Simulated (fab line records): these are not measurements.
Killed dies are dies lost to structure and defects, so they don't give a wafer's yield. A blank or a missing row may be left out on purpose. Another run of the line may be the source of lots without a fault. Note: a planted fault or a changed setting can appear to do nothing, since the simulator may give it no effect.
Struck lot and sound lot, side by side | flow gf180mcu | 19 steps out of a route of 602
Sound: wafers L210.4, L210.5, L210.6. Struck: wafer L221.1. (L221.6 of the same lot was not struck and is left out.) The cause comes at the end.
Each step with rows lists, per side, the tool, then ch with its chambers, then its first start. Under that, the readings that differ: sound wafers | struck wafers | difference of the means | sigmas: that difference in standard deviations of wafers without a fault.
alike: a reading whose means differ by less than 2 such deviations, as well as words and numbers matching on both sides. not compared: withheld readings; readings where some wafer has no value; bounds like >300 that might hide an equal value; numbers whose values overlap and for which the record gives no deviation.
The two part at a step that has a row with sigmas, a row that says differs or no value, or rows on one side only. Numbers that don't overlap but have no deviation are shown without sigmas and don't part them. A reading that every wafer of one side lacks parts them only if that side has two wafers or more.

GF_M5_STRIP_11: strips in O2/N2.
  sound on plasma asher-02 ch 0,1, day 27 13:42; struck on plasma asher-01 ch 1, day 31 03:41
  reading                      | sound          | struck | difference                   | sigmas
  rf hours counter h (h)       | - - -          | 109    | no value on the sound wafers |
  strip time to endpoint s (s) | 7.05 7.07 7.06 | 6.86   | -0.20                        | -3
  alike: drypump motor current A, heater power w, oes product au
then, 3 steps without rows for these wafers: GF_M5_STRIP_12 (strips in post etch residue remover, time 1200 s); GF_M5_CLEAN_13 (cleans in DIW); GF_V5_CVD_00 (deposits SiO2, target thk 300 nm, time 50 s).
GF_V5_THK_MEAS_01:
  sound on film metro-03 at day 27 14:17; struck on film metro-03 at day 31 04:16
  alike: V5_CVD_00_THK
GF_V5_CVD_02: deposits SiO2 from TEOS, target thk 1450 nm, time 163.28 s.
  sound on pecvd-01 ch 0,1,2, day 27 14:22; struck on pecvd-01 ch 0, day 31 04:19
  alike: heater power w, rf fwd power W
GF_V5_THK_MEAS_03:
  sound on film metro-02 at day 27 14:27; struck on film metro-03 at day 31 04:26
  alike: V5_CVD_02_THK
GF_V5_CMP_04: polishes SiO2.
  sound on cmp-02 ch 1,2,3, day 27 14:35; struck on cmp-01 ch 1, day 31 04:38
  alike: motor current A, slurry filter dp kPa
GF_V5_BOW_MEAS_05:
  sound on film metro-02 at day 27 14:50; struck on film metro-01 at day 31 04:47
  alike: V5_BOW
then, 3 steps without rows for these wafers: GF_V5_DEHYDRATE_06 (time 60 s); GF_V5_HMDS_07 (prime time 60 s); GF_V5_COAT_08.
GF_V5_COAT_09: resist thk 1000 nm.
  sound on litho track-01 ch 0, day 28 01:00; struck on litho track-01 ch 0, day 31 13:00
  reading                             | sound            | struck | difference | sigmas
  model.KrF_of_V5_COAT_09.thk nm (nm) | 997.3 996.4 1000 | 1017   | +19        |
then, 3 steps without rows for these wafers: GF_V5_SOFTBAKE_10 (time 60 s); GF_V5_EXPOSE_11 (exposes mask Via5, target cd 260 nm); GF_V5_PEB_12 (peb time 90 s).
GF_V5_DEVELOP_13: develop time 60 s.
  sound on litho track-01 ch 0, day 28 10:52; struck on litho track-03 ch 0, day 31 21:22
  reading                             | sound             | struck | difference | sigmas
  model.KrF_of_V5_COAT_09.thk nm (nm) | 982.4 981.4 985.3 | 1002   | +19        |
  alike: developer temp C
GF_V5_CD_MEAS_14: target cd 260 nm.
  sound on cd sem-02 at day 28 10:59; struck on cd sem-01 at day 31 21:31
  alike: cd nm
GF_PASSIVATION_PROBE_99:
  only the struck wafers here have rows in the record (prober-02, day 33 10:55); the sound ones have none

## WHERE THEY PART
First at GF_M5_STRIP_11; last, within this record, at GF_PASSIVATION_PROBE_99.

WHY: what had been put in by the simulator
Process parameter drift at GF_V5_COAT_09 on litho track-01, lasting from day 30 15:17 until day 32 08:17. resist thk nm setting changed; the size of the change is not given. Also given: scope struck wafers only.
